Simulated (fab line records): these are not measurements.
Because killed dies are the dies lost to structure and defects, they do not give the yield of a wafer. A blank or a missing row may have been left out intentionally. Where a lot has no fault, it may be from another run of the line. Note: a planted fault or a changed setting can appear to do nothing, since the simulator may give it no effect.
Which tool is to blame? / flow gf180mcu / 39 wafers from 14 lots sampled at 5 of the route's 602 steps

WHAT EACH GAUGE READ, for each wafer
GF_VT_IMPLANT_TW_MEAS_32. Usual: VT_IMPLANT_3_TW gives 270.0 (standard deviation 1.7).
lot=L334; measured=day 6 23:21; on=film_metro-01; VT_IMPLANT_3_TW=270.8 271.5 272.3; flag=
lot=L336; measured=day 7 09:22; on=film_metro-01; VT_IMPLANT_3_TW=271.0 270.4 271.4; flag=
lot=L337; measured=day 7 18:36; on=film_metro-01; VT_IMPLANT_3_TW=271.2 271.7 270.6; flag=
lot=L338; measured=day 8 04:01; on=film_metro-04; VT_IMPLANT_3_TW=271.9 271.7 270.8; flag=
lot=L339; measured=day 8 08:05; on=film_metro-02; VT_IMPLANT_3_TW=267.0 268.5 269.1; flag=
lot=L340; measured=day 8 14:58; on=film_metro-04; VT_IMPLANT_3_TW=272.9 272.5 272.3; flag=
lot=L341; measured=day 8 22:02; on=film_metro-02; VT_IMPLANT_3_TW=269.4 268.3 270.4; flag=
lot=L342; measured=day 9 03:59; on=film_metro-02; VT_IMPLANT_3_TW=269.9 270.0 270.4; flag=
lot=L343; measured=day 9 11:31; on=film_metro-02; VT_IMPLANT_3_TW=270.2 269.7 269.3; flag=
lot=L345; measured=day 9 23:52; on=film_metro-01; VT_IMPLANT_3_TW=271.2 270.4 270.6; flag=
lot=L349; measured=day 11 00:59; on=film_metro-01; VT_IMPLANT_3_TW=269.6 30.6 269.8 30.4; flag=OFF
lot=L352; measured=day 11 19:19; on=film_metro-01; VT_IMPLANT_3_TW=269.8 30.5 269.9 30.5; flag=OFF
lot=L353; measured=day 12 02:39; on=film_metro-02; VT_IMPLANT_3_TW=30.4 30.3 30.2 30.4; flag=OFF
lot=L356; measured=day 13 01:39; on=film_metro-01; VT_IMPLANT_3_TW=272.2 270.8 270.1; flag=

GF_V2_CD_MEAS_14: the cd target is 260 nm. Usual: cd_nm 260.2 nm, standard deviation 1.3.
lot=L334; measured=day 20 06:37; on=cd_sem-02; cd_nm (nm)=260.4 260.6 260.1; flag=
lot=L336; measured=day 21 02:52; on=cd_sem-02; cd_nm (nm)=259.8 260.6 262.3; flag=
lot=L337; measured=day 21 07:17; on=cd_sem-02; cd_nm (nm)=262.2 261.9 262.1; flag=
lot=L338; measured=day 22 06:10; on=cd_sem-01; cd_nm (nm)=258.9 259.4 259.7; flag=
lot=L339; measured=day 22 07:05; on=cd_sem-02; cd_nm (nm)=260.1 260.9 260.1; flag=
lot=L340; measured=day 22 21:10; on=cd_sem-02; cd_nm (nm)=260.3 260.0 260.3; flag=
lot=L341; measured=day 23 20:15; on=cd_sem-02; cd_nm (nm)=259.0 258.9 259.5; flag=
lot=L342; measured=day 23 19:54; on=cd_sem-01; cd_nm (nm)=262.7 262.0 261.7; flag=
lot=L343; measured=day 24 16:28; on=cd_sem-01; cd_nm (nm)=257.6 258.6 259.5; flag=
lot=L345; measured=day 24 23:59; on=cd_sem-01; cd_nm (nm)=262.8 262.9 261.2; flag=
lot=L349; measured=day 25 21:10; on=cd_sem-02; cd_nm (nm)=261.1; flag=
lot=L352; measured=day 26 15:46; on=cd_sem-02; cd_nm (nm)=259.1; flag=
lot=L356; measured=day 27 22:38; on=cd_sem-02; cd_nm (nm)=261.0 261.9 262.6; flag=

WHICH TOOL RAN EACH LOT (tool, then ch and the chambers of the sampled wafers, then the start)
lot=L334; GF_VT_IMPLANT_DEVELOP_28=litho_track-04 ch 0, day 6 22:55; GF_HV_LDD_STRIP_10=plasma_asher-01 ch 0,1, day 10 00:54; GF_CONTACT_CVD_02=pecvd-03 ch 0,1,2, day 15 02:00
lot=L336; GF_VT_IMPLANT_DEVELOP_28=litho_track-04 ch 0, day 7 08:57; GF_HV_LDD_STRIP_10=plasma_asher-01 ch 0,1, day 10 16:22; GF_CONTACT_CVD_02=pecvd-02 ch 1,2, day 15 21:37
lot=L337; GF_VT_IMPLANT_DEVELOP_28=litho_track-01 ch 0, day 7 18:10; GF_HV_LDD_STRIP_10=plasma_asher-03 ch 0,1, day 10 23:21; GF_CONTACT_CVD_02=pecvd-02 ch 0,1, day 16 02:38
lot=L338; GF_VT_IMPLANT_DEVELOP_28=litho_track-01 ch 0, day 8 03:35; GF_HV_LDD_STRIP_10=plasma_asher-03 ch 0,1, day 11 14:47; GF_CONTACT_CVD_02=pecvd-04 ch 0,1,2, day 16 23:40
lot=L339; GF_VT_IMPLANT_DEVELOP_28=litho_track-03 ch 0, day 8 07:38; GF_HV_LDD_STRIP_10=plasma_asher-01 ch 0,1, day 11 15:22; GF_CONTACT_CVD_02=pecvd-02 ch 0,1,2, day 17 01:20
lot=L340; GF_VT_IMPLANT_DEVELOP_28=litho_track-01 ch 0, day 8 14:34; GF_HV_LDD_STRIP_10=plasma_asher-03 ch 0,1, day 12 03:49; GF_CONTACT_CVD_02=pecvd-03 ch 1,2, day 17 14:38
lot=L341; GF_VT_IMPLANT_DEVELOP_28=litho_track-03 ch 0, day 8 21:35; GF_HV_LDD_STRIP_10=plasma_asher-01 ch 1, day 12 20:24; GF_CONTACT_CVD_02=pecvd-02 ch 0,1,2, day 18 15:03
lot=L342; GF_VT_IMPLANT_DEVELOP_28=litho_track-04 ch 0, day 9 03:33; GF_HV_LDD_STRIP_10=plasma_asher-04 ch 0,1, day 12 20:29; GF_CONTACT_CVD_02=pecvd-04 ch 0,1,2, day 18 14:28
lot=L343; GF_VT_IMPLANT_DEVELOP_28=litho_track-01 ch 0, day 9 11:05; GF_HV_LDD_STRIP_10=plasma_asher-01 ch 0,1, day 13 14:29; GF_CONTACT_CVD_02=pecvd-03 ch 0,2, day 19 12:36
lot=L345; GF_VT_IMPLANT_DEVELOP_28=litho_track-03 ch 0, day 9 23:28; GF_HV_LDD_STRIP_10=plasma_asher-04 ch 0,1, day 13 21:56; GF_CONTACT_CVD_02=pecvd-04 ch 0,1,2, day 19 20:47
lot=L349; GF_VT_IMPLANT_DEVELOP_28=litho_track-03 ch 0, day 11 00:32; GF_HV_LDD_STRIP_10=plasma_asher-03 ch 1, day 14 19:11; GF_CONTACT_CVD_02=pecvd-02 ch 0, day 20 21:28
lot=L352; GF_VT_IMPLANT_DEVELOP_28=litho_track-03 ch 0, day 11 18:55; GF_HV_LDD_STRIP_10=plasma_asher-03 ch 1, day 15 13:29; GF_CONTACT_CVD_02=pecvd-04 ch 2, day 21 17:27
lot=L353; GF_VT_IMPLANT_DEVELOP_28=litho_track-03 ch 0, day 12 02:14; GF_HV_LDD_STRIP_10=-; GF_CONTACT_CVD_02=-
lot=L356; GF_VT_IMPLANT_DEVELOP_28=litho_track-04 ch 0, day 13 01:15; GF_HV_LDD_STRIP_10=plasma_asher-04 ch 0,1, day 17 01:39; GF_CONTACT_CVD_02=pecvd-02 ch 0,1,2, day 23 06:39
- GF_VT_IMPLANT_DEVELOP_28: develop time 60 s.
- GF_HV_LDD_STRIP_10: strips in O2/N2.
- GF_CONTACT_CVD_02: deposits SiO2 from TEOS, target thk 860 nm, time 95.992 s.

AS READ BY THE TOOLS THEMSELVES (means over the sampled wafers that have a number; for cases with no such wafer, the mark the record gives instead)
GF_VT_IMPLANT_DEVELOP_28. Usual: resist_line_temp_C 23.01 C, standard deviation 0.1.
lot=L334; tool=litho_track-04; resist_line_temp_C (C)=22.98; flag=
lot=L336; tool=litho_track-04; resist_line_temp_C (C)=22.92; flag=
lot=L337; tool=litho_track-01; resist_line_temp_C (C)=23.00; flag=
lot=L338; tool=litho_track-01; resist_line_temp_C (C)=23.02; flag=
lot=L339; tool=litho_track-03; resist_line_temp_C (C)=23.06; flag=
lot=L340; tool=litho_track-01; resist_line_temp_C (C)=22.96; flag=
lot=L341; tool=litho_track-03; resist_line_temp_C (C)=22.98; flag=
lot=L342; tool=litho_track-04; resist_line_temp_C (C)=23.08; flag=
lot=L343; tool=litho_track-01; resist_line_temp_C (C)=22.99; flag=
lot=L345; tool=litho_track-03; resist_line_temp_C (C)=22.95; flag=
lot=L349; tool=litho_track-03; resist_line_temp_C (C)=23.05; flag=
lot=L352; tool=litho_track-03; resist_line_temp_C (C)=23.05; flag=
lot=L353; tool=litho_track-03; resist_line_temp_C (C)=23.03; flag=
lot=L356; tool=litho_track-04; resist_line_temp_C (C)=23.11; flag=

GF_HV_LDD_STRIP_10. Usual: drypump_motor_current_A 5.39 A, standard deviation 0.23; heater_power_w 311 W, standard deviation 32; n2_flow_sccm 300.0 sccm, standard deviation 1; oes_product_au 0.715 a.u., standard deviation 0.0044; strip_time_to_endpoint_s 12.61 s, standard deviation 0.034.
lot=L334; tool=plasma_asher-01; drypump_motor_current_A (A)=5.33; heater_power_w (W)=299; n2_flow_sccm (sccm)=300.2; oes_product_au (a.u.)=0.716; strip_time_to_endpoint_s (s)=12.67; flag=
lot=L336; tool=plasma_asher-01; drypump_motor_current_A (A)=5.34; heater_power_w (W)=309; n2_flow_sccm (sccm)=299.6; oes_product_au (a.u.)=0.717; strip_time_to_endpoint_s (s)=12.67; flag=
lot=L337; tool=plasma_asher-03; drypump_motor_current_A (A)=5.38; heater_power_w (W)=348; n2_flow_sccm (sccm)=300.4; oes_product_au (a.u.)=0.713; strip_time_to_endpoint_s (s)=12.64; flag=
lot=L338; tool=plasma_asher-03; drypump_motor_current_A (A)=5.37; heater_power_w (W)=349; n2_flow_sccm (sccm)=300.4; oes_product_au (a.u.)=0.716; strip_time_to_endpoint_s (s)=12.62; flag=
lot=L339; tool=plasma_asher-01; drypump_motor_current_A (A)=5.33; heater_power_w (W)=310; n2_flow_sccm (sccm)=300.3; oes_product_au (a.u.)=0.716; strip_time_to_endpoint_s (s)=12.62; flag=
lot=L340; tool=plasma_asher-03; drypump_motor_current_A (A)=5.22; heater_power_w (W)=335; n2_flow_sccm (sccm)=299.3; oes_product_au (a.u.)=0.718; strip_time_to_endpoint_s (s)=12.63; flag=
lot=L341; tool=plasma_asher-01; drypump_motor_current_A (A)=5.26; heater_power_w (W)=323; n2_flow_sccm (sccm)=299.5; oes_product_au (a.u.)=0.711; strip_time_to_endpoint_s (s)=12.61; flag=
lot=L342; tool=plasma_asher-04; drypump_motor_current_A (A)=5.62; heater_power_w (W)=292; n2_flow_sccm (sccm)=299.8; oes_product_au (a.u.)=0.709; strip_time_to_endpoint_s (s)=12.56; flag=
lot=L343; tool=plasma_asher-01; drypump_motor_current_A (A)=5.34; heater_power_w (W)=300; n2_flow_sccm (sccm)=299.9; oes_product_au (a.u.)=0.714; strip_time_to_endpoint_s (s)=12.59; flag=
lot=L345; tool=plasma_asher-04; drypump_motor_current_A (A)=5.46; heater_power_w (W)=304; n2_flow_sccm (sccm)=300.0; oes_product_au (a.u.)=0.717; strip_time_to_endpoint_s (s)=12.62; flag=
lot=L349; tool=plasma_asher-03; drypump_motor_current_A (A)=5.54; heater_power_w (W)=357; n2_flow_sccm (sccm)=301.5; oes_product_au (a.u.)=0.719; strip_time_to_endpoint_s (s)=12.62; flag=
lot=L352; tool=plasma_asher-03; drypump_motor_current_A (A)=5.53; heater_power_w (W)=363; n2_flow_sccm (sccm)=299.0; oes_product_au (a.u.)=0.714; strip_time_to_endpoint_s (s)=12.61; flag=
lot=L356; tool=plasma_asher-04; drypump_motor_current_A (A)=5.63; heater_power_w (W)=285; n2_flow_sccm (sccm)=299.7; oes_product_au (a.u.)=0.718; strip_time_to_endpoint_s (s)=12.60; flag=

GF_CONTACT_CVD_02. Usual: heater_power_w 681 W, standard deviation 92; rf_fwd_power_W 596.7 W, standard deviation 2.1.
lot=L334; tool=pecvd-03; heater_power_w (W)=717; rf_fwd_power_W (W)=599.0; flag=
lot=L336; tool=pecvd-02; heater_power_w (W)=803; rf_fwd_power_W (W)=594.2; flag=
lot=L337; tool=pecvd-02; heater_power_w (W)=726; rf_fwd_power_W (W)=597.1; flag=
lot=L338; tool=pecvd-04; heater_power_w (W)=654; rf_fwd_power_W (W)=597.3; flag=
lot=L339; tool=pecvd-02; heater_power_w (W)=709; rf_fwd_power_W (W)=595.6; flag=
lot=L340; tool=pecvd-03; heater_power_w (W)=658; rf_fwd_power_W (W)=597.0; flag=
lot=L341; tool=pecvd-02; heater_power_w (W)=726; rf_fwd_power_W (W)=595.9; flag=
lot=L342; tool=pecvd-04; heater_power_w (W)=608; rf_fwd_power_W (W)=596.7; flag=
lot=L343; tool=pecvd-03; heater_power_w (W)=670; rf_fwd_power_W (W)=596.6; flag=
lot=L345; tool=pecvd-04; heater_power_w (W)=709; rf_fwd_power_W (W)=597.1; flag=
lot=L349; tool=pecvd-02; heater_power_w (W)=629; rf_fwd_power_W (W)=600.9; flag=
lot=L352; tool=pecvd-04; heater_power_w (W)=668; rf_fwd_power_W (W)=601.1; flag=
lot=L356; tool=pecvd-02; heater_power_w (W)=687; rf_fwd_power_W (W)=596.1; flag=

THE ANSWER, worked out from the rows above alone
Rule: a lot counts as off when the mean over its wafers that have a number is more than 3 standard deviations away from the usual mean. Also off: a lot with no number at a reading for which 4 or more lots have one. Where the step has rows for the other lots, those lots are counted as sound. After the gauges, taken in route order, come the tools' own readings; for these a lot's mean is taken, as printed above. The first step at which some lot is off is used, and at that step the reading that is off furthest; a lot without a number counts as furthest.
Off: at GF_VT_IMPLANT_TW_MEAS_32 (VT_IMPLANT_3_TW), L349, L352, L353.
A tool fits if, at a process step before that reading, it ran every lot that is off, and no sound lot after the first of them. The gauges at GF_VT_IMPLANT_TW_MEAS_32 are tried like those tools. One fits: GF_VT_IMPLANT_DEVELOP_28 on litho_track-03. A fault onset in the window from L345 (day 9 23:28, its last sound lot) to L349 (day 11 00:32, its first lot off) fits.

WHAT HAD BEEN PUT IN BY THE SIMULATOR
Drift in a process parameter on litho_track-03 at GF_VT_IMPLANT_DEVELOP_28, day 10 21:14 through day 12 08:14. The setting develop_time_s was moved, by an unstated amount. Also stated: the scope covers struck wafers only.
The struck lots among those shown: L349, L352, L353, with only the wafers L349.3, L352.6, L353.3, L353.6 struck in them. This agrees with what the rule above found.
